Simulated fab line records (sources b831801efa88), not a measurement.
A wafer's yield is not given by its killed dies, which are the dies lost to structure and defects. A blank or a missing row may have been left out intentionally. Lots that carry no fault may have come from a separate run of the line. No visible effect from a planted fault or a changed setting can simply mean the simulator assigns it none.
Struck lot and sound lot, side by side | flow gf180mcu | 15 out of 602 route steps
Sound: wafers L443.2, L443.3, L443.6. Wafers struck: L457.3, L457.4, L457.5. The cause comes at the end.
Each step with rows lists, per side, the tool, then ch with its chambers, then its first start. Under that, the readings that differ: sound wafers | struck wafers | difference of the means | sigmas: that difference in standard deviations of wafers without a fault.
alike: readings whose means differ by less than 2 such deviations, and words and numbers that are the same on both sides. not compared: withheld readings, readings that some wafer has no value for, bounds like >300 that may hide the same value, and numbers for which the record gives no deviation and whose values overlap.
A row with sigmas, a row that says differs or no value, or rows on one side alone: a step with any of these is where the two part. Numbers that have no deviation but don't overlap get no sigmas and don't part them. A reading missing from all wafers of one side parts the sides only when that side holds two or more wafers.

GF_TOP_METAL_SPUTTER_04: material TiN, target thk 25 nm, time 20.8 s.
  sound: pvd-sputter-03 at day 29 11:32; struck: pvd-sputter-04 at day 32 18:41
  alike: throttle-valve-pct
GF_TOP_METAL_RS_MEAS_05: measurement is done with a four-point probe.
  sound: film-metro-02 at day 29 11:35; struck: film-metro-03 at day 32 18:44
  alike: TOP_METAL_ALCU_RS
GF_TOP_METAL_THK_MEAS_06: measures by xrf.
  sound: film-metro-02 at day 29 11:42; struck: film-metro-03 at day 32 18:50
  alike: TOP_METAL_ALCU_THK
then, 7 steps without rows for these wafers: GF_TOP_METAL_DEHYDRATE_07 (time 60 s); GF_TOP_METAL_HMDS_08 (prime time 60 s); GF_TOP_METAL_COAT_09 (resist thk 1500 nm); GF_TOP_METAL_SOFTBAKE_10 (time 60 s); GF_TOP_METAL_EXPOSE_11 (exposes mask MetalTop, target cd 440 nm); GF_TOP_METAL_PEB_12; GF_TOP_METAL_DEVELOP_13 (develop time 60 s).
GF_TOP_METAL_CD_MEAS_14: the cd target is 440 nm.
  sound: cd-sem-02 at day 30 07:07; struck: cd-sem-02 at day 33 10:11
  alike: cd-nm
GF_TOP_METAL_OVL_MEAS_15:
  sound: overlay-01 at day 30 07:13; struck: overlay-01 at day 33 10:16
  alike: TOP_METAL_OVL
GF_TOP_METAL_METAL_ETCH_16: etches the open film in Cl2/BCl3, stops on SiO2, target depth 1077.5 nm, time 179.6 s.
  sound on rie-metal-03 ch 0, day 30 07:19; struck on rie-metal-02 ch 0,1, day 33 10:22
  reading                                        | sound                | struck               | difference | sigmas
  oes-product-au (a.u.)                          | 0.965 0.959 0.965    | 0.922 0.893 0.904    | -0.057     | -9
  rf-fwd-power-W (W)                             | 793.4 795.7 794.4    | 670.1 672.2 676.3    | -121.6     | -53
  throttle-valve-pct (%)                         | 28.268 28.257 28.253 | 28.296 28.346 28.325 | +0.063     | +6
  model.etch.depth-nm (nm)                       | 1020 1016 1024       | 935.5 899 903.8      | -107.2     |
  model.TOP_METAL.feature-depth-nm (nm)          | 1020 1016 1024       | 935.5 899 903.8      | -107.2     |
  model.NOVOLAK_of_TOP_METAL_COAT_09.thk-nm (nm) | 1083 1087 1081       | 1123 1136 1137       | +48        |
  alike: drypump-motor-current-A
  not compared: rf-hours-counter-h
GF_TOP_METAL_STRIP_17: strips in O2/N2.
  sound on plasma-asher-03 ch 0,1, day 30 07:36; struck on plasma-asher-03 ch 0,1, day 33 10:31
  reading                      | sound             | struck            | difference | sigmas
  strip-time-to-endpoint-s (s) | 13.61 13.65 13.57 | 14.09 14.23 14.25 | +0.58      | +7
  alike: drypump-motor-current-A, heater-power-w, oes-product-au
  not compared: rf-hours-counter-h
then, 1 step without rows for these wafers: GF_TOP_METAL_STRIP_18 (strips in post etch residue remover, time 1200 s).

== WHERE THEY PART ==
Earliest at GF_TOP_METAL_METAL_ETCH_16; latest, in this record, at GF_TOP_METAL_STRIP_17.

WHY: whatever the simulator had introduced
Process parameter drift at GF_TOP_METAL_METAL_ETCH_16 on rie-metal-02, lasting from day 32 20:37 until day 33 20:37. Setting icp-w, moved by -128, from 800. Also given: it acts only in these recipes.
